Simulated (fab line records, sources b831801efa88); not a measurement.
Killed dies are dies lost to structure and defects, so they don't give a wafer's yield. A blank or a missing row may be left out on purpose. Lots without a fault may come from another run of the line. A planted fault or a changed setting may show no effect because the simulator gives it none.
A struck lot beside a sound one | flow sky130 | 26 steps out of a route of 708
Sound: wafers L529.2, L529.3, L529.6. Struck: wafers L532.2, L532.5, L532.6. The cause comes at the end.
At each step with rows: each side's tool, then ch and its chambers, then its first start. Under that, the readings that differ: sound wafers | struck wafers | difference of the means | sigmas: that difference in standard deviations of wafers without a fault.
alike: readings whose means differ by less than 2 such deviations, and words and numbers that are the same on both sides. not compared: withheld readings, readings that some wafer has no value for, bounds like >300 that may hide the same value, and numbers for which the record gives no deviation and whose values overlap.
The two part at a step that has a row with sigmas, a row that says differs or no value, or rows on one side only. Numbers that don't overlap but have no deviation are shown without sigmas and don't part them. A reading that every wafer of one side lacks parts them only if that side has two wafers or more.

first, 1 step without rows for these wafers: SKY_LDD_P_IMPLANT_09.
SKY_LDD_P_STRIP_10: strips in O2/N2.
  sound on plasma_asher-01 ch 0,1, day 22 21:17; struck on plasma_asher-03 ch 0,1, day 24 00:57
  alike: chamber_pressure_mTorr, drypump_motor_current_A, oes_product_au, strip_time_to_endpoint_s
  not compared: rf_hours_counter_h
SKY_LDD_P_TW_MEAS_11:
  sound on film_metro-04, day 22 21:24; struck on film_metro-02, day 24 01:04
  alike: LDD_P_TW
then, 7 steps without rows for these wafers: SKY_LDD_HVN_DEHYDRATE_00 (time 60 s); SKY_LDD_HVN_HMDS_01 (prime time 60 s); SKY_LDD_HVN_COAT_02 (resist thk 300 nm); SKY_LDD_HVN_SOFTBAKE_03 (time 60 s); SKY_LDD_HVN_EXPOSE_04 (exposes mask HVNTM, target cd 700 nm); SKY_LDD_HVN_PEB_05; SKY_LDD_HVN_DEVELOP_06 (develop time 60 s).
SKY_LDD_HVN_OVL_MEAS_07:
  sound on overlay-01, day 24 03:20; struck on overlay-02, day 25 07:08
  alike: LDD_HVN_OVL
then, 1 step without rows for these wafers: SKY_LDD_HVN_IMPLANT_08.
SKY_LDD_HVN_STRIP_09: strips in O2/N2.
  sound on plasma_asher-01 ch 0,1, day 24 03:31; struck on plasma_asher-01 ch 0,1, day 25 07:19
  no value came back on the struck wafers for any of 5 readings (chamber_pressure_mTorr (mTorr), drypump_motor_current_A (A) and others); on the sound wafers chamber_pressure_mTorr (mTorr) reads 1499.9 1501.1 1504.5
  reading                                      | sound | struck            | difference | sigmas
  model.NOVOLAK_of_LDD_HVN_COAT_02.thk_nm (nm) | 0 0 0 | 298.4 298.4 297.8 | +298.2     |
  not compared: rf_hours_counter_h
SKY_LDD_HVN_TW_MEAS_10:
  sound on film_metro-03, day 24 03:38; struck on film_metro-01, day 25 07:26
  reading    | sound          | struck         | difference | sigmas
  LDD_HVN_TW | 1441 1442 1445 | 1424 1418 1426 | -20        | -2
then, 7 steps without rows for these wafers: SKY_LDD_HVP_DEHYDRATE_00 (time 60 s); SKY_LDD_HVP_HMDS_01 (prime time 60 s); SKY_LDD_HVP_COAT_02 (resist thk 300 nm); SKY_LDD_HVP_SOFTBAKE_03 (time 60 s); SKY_LDD_HVP_EXPOSE_04 (exposes mask HVPTM, target cd 700 nm); SKY_LDD_HVP_PEB_05; SKY_LDD_HVP_DEVELOP_06 (develop time 60 s).
SKY_LDD_HVP_OVL_MEAS_07:
  sound on overlay-01, day 25 09:39; struck on overlay-01, day 26 13:03
  alike: LDD_HVP_OVL
then, 1 step without rows for these wafers: SKY_LDD_HVP_IMPLANT_08.
SKY_LDD_HVP_STRIP_09: strips in O2/N2.
  sound on plasma_asher-03 ch 0,1, day 25 09:50; struck on plasma_asher-03 ch 0,1, day 26 13:14
  reading                      | sound             | struck            | difference | sigmas
  oes_product_au (a.u.)        | 0.413 0.403 0.411 | 0.605 0.599 0.604 | +0.194     | +43
  strip_time_to_endpoint_s (s) | 4.144 4.127 4.118 | 8.941 8.941 8.925 | +4.806     | +99 or more
  alike: chamber_pressure_mTorr, drypump_motor_current_A
  not compared: rf_hours_counter_h
SKY_LDD_HVP_TW_MEAS_10:
  sound on film_metro-04, day 25 09:56; struck on film_metro-03, day 26 13:20
  reading    | sound       | struck   | difference | sigmas
  LDD_HVP_TW | 463 462 466 | 30 30 30 | -434       | -99
then, 1 step without rows for these wafers: SKY_LDD_LDN_DEHYDRATE_00 (time 60 s).

WHERE THEY PART
First at SKY_LDD_HVN_STRIP_09; last, within this record, at SKY_LDD_HVP_TW_MEAS_10.

WHY: what the simulator had put in
Skipped step whole: plasma_asher-01, from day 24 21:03 on, at SKY_LDD_HVN_STRIP_09. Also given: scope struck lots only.
